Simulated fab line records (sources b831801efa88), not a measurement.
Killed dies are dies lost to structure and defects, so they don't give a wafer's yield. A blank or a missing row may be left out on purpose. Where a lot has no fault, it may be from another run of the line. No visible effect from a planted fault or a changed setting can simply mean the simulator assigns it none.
Struck lot and sound lot, side by side || flow sky130 || 16 out of 708 route steps
Sound: the wafers L629.2, L629.5, L629.6. Struck: wafers L630.2, L630.6. (L630.4 of the same lot was not struck and is left out.) The cause comes at the end.
For every step that has rows: the tool of each side, followed by ch and its chambers, followed by its first start. Under that, the readings that differ: sound wafers || struck wafers || difference of the means || sigmas: that difference in standard deviations of wafers without a fault.
alike: readings whose means differ by less than 2 such deviations, and words and numbers that are the same on both sides. not compared: withheld readings, readings that some wafer has no value for, bounds like >300 that may hide the same value, and numbers for which the record gives no deviation and whose values overlap.
Wherever a step has rows on one side only, a row that says differs or no value, or a row with sigmas, the two part there. Numbers that don't overlap but have no deviation are shown without sigmas and don't part them. A reading that every wafer of one side lacks parts them only if that side has two wafers or more.

first, 2 steps without rows for these wafers: SKY_METAL3_PEB_11; SKY_METAL3_DEVELOP_12 (develop time 60 s).
SKY_METAL3_CD_MEAS_13: target cd 300 nm.
  sound: cd_sem-01 at day 42 01:10; struck: cd_sem-02 at day 42 10:37
  alike: cd_nm
SKY_METAL3_OVL_MEAS_14:
  sound: overlay-01 at day 42 01:16; struck: overlay-02 at day 42 10:43
  alike: METAL3_OVL
SKY_METAL3_DESCUM_15: chemistry O2, time 8 s.
  sound on rie_metal-02 ch 0,1, day 42 01:18; struck on rie_metal-03 ch 0,1, day 42 10:45
  alike: drypump_motor_current_A, oes_product_au
  not compared: rf_hours_counter_h
SKY_METAL3_ETCH_16: etches BARC in N2/H2, stops on SiO2, time 88.2 s, target depth 60 nm.
  sound on rie_metal-02 ch 0,1, day 42 01:20; struck on rie_metal-03 ch 0,1, day 42 10:47
  alike: drypump_motor_current_A, oes_product_au, throttle_valve_pct
  not compared: rf_hours_counter_h
SKY_METAL3_ETCH_17: etches SiO2 in C4F8/O2/Ar, stops on TiN, time 3.9 s, target depth 15 nm.
  sound on rie_diel-02 ch 1,2,3, day 42 01:26; struck on rie_diel-02 ch 1,3, day 42 10:53
  alike: oes_product_au
  not compared: rf_hours_counter_h
then, 1 step without rows for these wafers: SKY_METAL3_METAL_ETCH_18 (etches the open film in Cl2/BCl3, stops on SiO2, target depth 845 nm, time 183.1 s).
SKY_METAL3_STRIP_19: strips in O2/N2.
  sound on plasma_asher-02 ch 0,1, day 42 01:38; struck on plasma_asher-02 ch 0,1, day 42 11:05
  alike: drypump_motor_current_A, oes_product_au, strip_time_to_endpoint_s
  not compared: rf_hours_counter_h
then, 3 steps without rows for these wafers: SKY_METAL3_STRIP_20 (strips in post etch residue remover, time 1200 s); SKY_METAL3_CLEAN_21 (cleans in IPA, time 180 s); SKY_METAL3_CLEAN_22 (cleans in O3/DIW).
SKY_VIA3_HDPCVD_00: deposits SiO2, target thk 1635 nm, time 272.5 s.
  sound on hdpcvd-01 ch 0,1, day 42 02:13; struck on hdpcvd-01 ch 0,2, day 42 11:40
{"reading": "run_length_s (s)", "sound": "300.5 300.2 300.5", "struck": "246.5 246.5", "difference": -53.9, "sigmas": "-99 or more"}
{"reading": "model.SiO2_of_VIA3_HDPCVD_00.thk_nm (nm)", "sound": "1628 1613 1642", "struck": "1306 1301", "difference": -324, "sigmas": ""}
  alike: sih4_flow_sccm
SKY_VIA3_THK_MEAS_01:
  sound: film_metro-04 at day 42 02:24; struck: film_metro-04 at day 42 11:51
{"reading": "VIA3_HDPCVD_THK (nm)", "sound": "1627 1613 1641", "struck": "1306 1300", "difference": -324, "sigmas": -17}
SKY_VIA3_CMP_02: polishes SiO2.
  sound on cmp-02 ch 1,2, day 42 02:30; struck on cmp-01 ch 1,3, day 42 12:10
  alike: motor_current_A
-- the record jumps here: 7 days lie between the struck wafers' starts before and after (it left off in module VIA3 and takes up again in module PAD_OPEN, whose first step shown is number 708 of the route) --
SKY_PAD_OPEN_PROBE_99:
  sound: prober-01 at day 48 16:58; struck: prober-02 at day 49 01:13
  alike: defect_limited_yield, killed_at_M0_to_M3, killed_at_M4_up, killed_at_contacts, killed_at_front_end, killed_at_other, killed_dies, killed_open, killed_short, sort_bin_3_pad_short, sort_bin_5_function, sort_bin_6_memory, sort_n_pass, sort_yield_pct

## WHERE THEY PART
Last at SKY_VIA3_THK_MEAS_01 as far as this record goes, first at SKY_VIA3_HDPCVD_00. Later steps at which nothing parts them and some readings are alike: SKY_VIA3_CMP_02, SKY_PAD_OPEN_PROBE_99.

WHY: whatever the simulator had introduced
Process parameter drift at SKY_VIA3_HDPCVD_00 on hdpcvd-01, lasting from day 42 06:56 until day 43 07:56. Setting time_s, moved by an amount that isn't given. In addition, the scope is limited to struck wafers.
